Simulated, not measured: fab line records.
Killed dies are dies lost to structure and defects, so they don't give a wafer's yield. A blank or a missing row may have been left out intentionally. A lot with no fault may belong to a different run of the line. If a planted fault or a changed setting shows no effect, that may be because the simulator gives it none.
Which tool is to blame? -- flow sfq_line -- 41 wafers from 15 lots sampled at 5 of the route's 325 steps

## WHAT THE GAUGES READ, wafer by wafer
SFQ_I6_OVL_MEAS_942. Usual: I6_OVL typically reads 1 nm, with standard deviation 5.5.
lot,measured,on,I6_OVL (nm),flag
L538,day 67 05:48,overlay-02,17 9 10,
L539,day 68 21:26,overlay-02,-5 -11 -11,
L543,day 76 17:20,overlay-02,3 4 2,
L544,day 76 22:08,overlay-02,1 -2 7,
L545,day 77 00:32,overlay-02,7 5,
L547,day 77 11:20,overlay-02,-3 -3,
L549,day 77 14:58,overlay-01,3,
L554,day 82 16:07,overlay-01,2 7 -3,
L555,day 88 06:59,overlay-01,6 4 -1,
L556,day 88 08:11,overlay-02,5 -3 -1,
L557,day 89 05:05,overlay-02,-4 -3 -3,
L558,day 89 08:41,overlay-01,4 4 5,
L559,day 89 12:18,overlay-01,0 3 6,
L560,day 89 15:06,overlay-01,-1 -1 -4,
L561,day 89 18:42,overlay-01,7 0 2,

SFQ_M7_OVL_MEAS_945. Usual: M7_OVL typically reads 1 nm, with standard deviation 4.8.
lot,measured,on,M7_OVL (nm),flag
L538,day 67 16:18,overlay-01,3 -8 -7,
L539,day 69 16:17,overlay-02,4 3 1,
L543,day 76 20:50,overlay-02,11 4 13,
L544,day 77 01:43,overlay-01,0 -1 4,
L545,day 77 04:02,overlay-02,-2 0,
L547,day 77 14:52,overlay-02,-4 -7,
L549,day 77 18:59,overlay-01,1,
L554,day 82 19:49,overlay-02,-2 -2 -1,
L555,day 88 11:43,overlay-01,-8 -1 2,
L556,day 88 12:55,overlay-02,2 4 5,
L557,day 89 12:42,overlay-02,4 9 13,
L558,day 92 06:24,overlay-01,0 -2 -2,
L559,day 92 08:49,overlay-02,4 2 4,
L560,day 92 10:00,overlay-01,4 3 5,
L561,day 92 13:37,overlay-02,9 6 3,

SFQ_I7_BOW_MEAS_946. Usual: I7_BOW typically reads 7 um, with standard deviation 13.
lot,measured,on,I7_BOW (um),flag
L538,day 68 03:35,film_metro-03,6 10 1,
L539,day 69 20:22,film_metro-03,0 -13 0,
L543,day 77 00:55,film_metro-03,18 8 6,
L544,day 77 05:47,film_metro-02,17 8 11 - - -,
L545,day 77 08:47,film_metro-01,18 19 - -,
L547,day 77 18:57,film_metro-01,-3 -1 - -,
L549,day 77 23:20,film_metro-01,19,
L554,day 82 23:55,film_metro-03,5 1 15,
L555,day 88 15:47,film_metro-02,8 10 11,
L556,day 88 17:28,film_metro-03,45 40 39,
L557,day 89 16:46,film_metro-02,-6 -3 6,
L558,day 92 10:29,film_metro-01,18 19 10,
L559,day 92 12:54,film_metro-01,2 -2 -4,
L560,day 92 14:05,film_metro-02,2 -3 -10,
L561,day 92 17:42,film_metro-03,8 -1 -6,

## WHAT TOOL EACH LOT RAN ON (gives the tool, then ch and the chambers of the sampled wafers, and finally the start)
lot,SFQ_TRILAYER_M7_STRIP_STRIP_181,SFQ_TRILAYER_I7_CMP_CMP_184
L538,"rie_metal-02 ch 0,1, day 67 16:31","cmp-01 ch 1,3, day 68 00:35"
L539,"rie_metal-02 ch 0,1, day 69 16:29","cmp-02 ch 0,1,2, day 69 17:51"
L543,"rie_metal-02 ch 0,1, day 76 21:04","cmp-02 ch 0,2, day 76 21:55"
L544,"rie_metal-01 ch 1, day 77 01:56","cmp-01 ch 0,2,3, day 77 03:47"
L545,"rie_metal-02 ch 0,1, day 77 04:16","cmp-01 ch 2,3, day 77 06:47"
L547,"rie_metal-02 ch 1, day 77 15:05","cmp-01 ch 1,3, day 77 16:26"
L549,"rie_metal-04 ch 1, day 77 19:34","cmp-01 ch 2, day 77 22:14"
L554,"rie_metal-02 ch 0,1, day 82 20:14","cmp-01 ch 0,1,3, day 82 21:23"
L555,"rie_metal-04 ch 0,1, day 88 11:56","cmp-02 ch 1,2, day 88 12:47"
L556,"rie_metal-01 ch 0,1, day 88 13:08","cmp-01 ch 0,2,3, day 88 14:58"
L557,"rie_metal-04 ch 0,1, day 89 12:55","cmp-01 ch 0,2, day 89 13:46"
L558,"rie_metal-02 ch 0,1, day 92 06:37","cmp-01 ch 1,3, day 92 07:29"
L559,"rie_metal-02 ch 0,1, day 92 09:01","cmp-02 ch 0,2,3, day 92 09:53"
L560,"rie_metal-01 ch 0,1, day 92 10:13","cmp-01 ch 1,2,3, day 92 11:05"
L561,"rie_metal-02 ch 0,1, day 92 13:49","cmp-01 ch 1,2, day 92 14:41"
- SFQ_TRILAYER_M7_STRIP_STRIP_181: strips in O2.
- SFQ_TRILAYER_I7_CMP_CMP_184: polishes SiO2.

## AS READ BY THE TOOLS THEMSELVES (means over the sampled wafers that have a number; for cases with no such wafer, the mark the record gives instead)
SFQ_TRILAYER_M7_STRIP_STRIP_181. Usual: chamber_pressure_mTorr 49.99 mTorr, standard deviation 0.044; drypump_motor_current_A 6.0 A, standard deviation 0.36; oes_product_au 1.004 a.u., standard deviation 0.0095.
lot,tool,chamber_pressure_mTorr (mTorr),drypump_motor_current_A (A),oes_product_au (a.u.),flag
L538,rie_metal-02,49.97,6.0,1.012,
L539,rie_metal-02,49.99,6.0,1.005,
L543,rie_metal-02,50.00,6.0,1.013,
L544,rie_metal-01,50.01,6.1,1.004,
L545,rie_metal-02,50.02,6.1,1.004,
L547,rie_metal-02,49.97,5.9,1.005,
L549,rie_metal-04,50.01,5.2,1.002,
L554,rie_metal-02,49.97,6.0,1.003,
L555,rie_metal-04,49.97,5.6,0.987,
L556,rie_metal-01,49.99,6.0,0.997,
L557,rie_metal-04,49.96,5.5,0.985,
L558,rie_metal-02,50.01,6.0,1.011,
L559,rie_metal-02,50.00,6.1,1.008,
L560,rie_metal-01,50.03,6.0,1.008,
L561,rie_metal-02,50.05,6.0,1.008,

SFQ_TRILAYER_I7_CMP_CMP_184. Usual: motor_current_A 10.3 A, standard deviation 1.1; slurry_filter_dp_kPa 13.49 kPa, standard deviation 0.13; time_to_endpoint_s 216 s, standard deviation 8.5.
lot,tool,motor_current_A (A),slurry_filter_dp_kPa (kPa),time_to_endpoint_s (s),flag
L538,cmp-01,10.5,13.49,231,
L539,cmp-02,10.8,13.40,222,
L543,cmp-02,9.2,13.64,199,
L544,cmp-01,10.1,13.59,213,
L545,cmp-01,10.1,13.44,204,
L547,cmp-01,10.6,13.50,208,
L549,cmp-01,9.1,13.44,230,
L554,cmp-01,10.1,13.59,209,
L555,cmp-02,10.8,13.44,218,
L556,cmp-01,9.8,13.74,213,
L557,cmp-01,9.9,13.54,221,
L558,cmp-01,10.4,13.47,218,
L559,cmp-02,10.1,13.43,218,
L560,cmp-01,10.0,13.51,211,
L561,cmp-01,10.3,13.48,217,

## THE ANSWER, worked out from the rows above alone
Rule: a lot is off if the mean of its wafers that have a number lies more than 3 standard deviations from the usual mean. A lot without any number at a reading at which 4 lots or more have one is off too. Where the step has rows for the other lots, those lots are counted as sound. The gauges are gone through in route order, then the tools' own readings, and for those a lot's mean is taken as printed above. The first step at which some lot is off is used, and at that step the reading that is off furthest; a lot without a number counts as furthest.
None of the lots is off at any reading shown; this tells nothing.

## WHAT HAD BEEN PUT IN BY THE SIMULATOR
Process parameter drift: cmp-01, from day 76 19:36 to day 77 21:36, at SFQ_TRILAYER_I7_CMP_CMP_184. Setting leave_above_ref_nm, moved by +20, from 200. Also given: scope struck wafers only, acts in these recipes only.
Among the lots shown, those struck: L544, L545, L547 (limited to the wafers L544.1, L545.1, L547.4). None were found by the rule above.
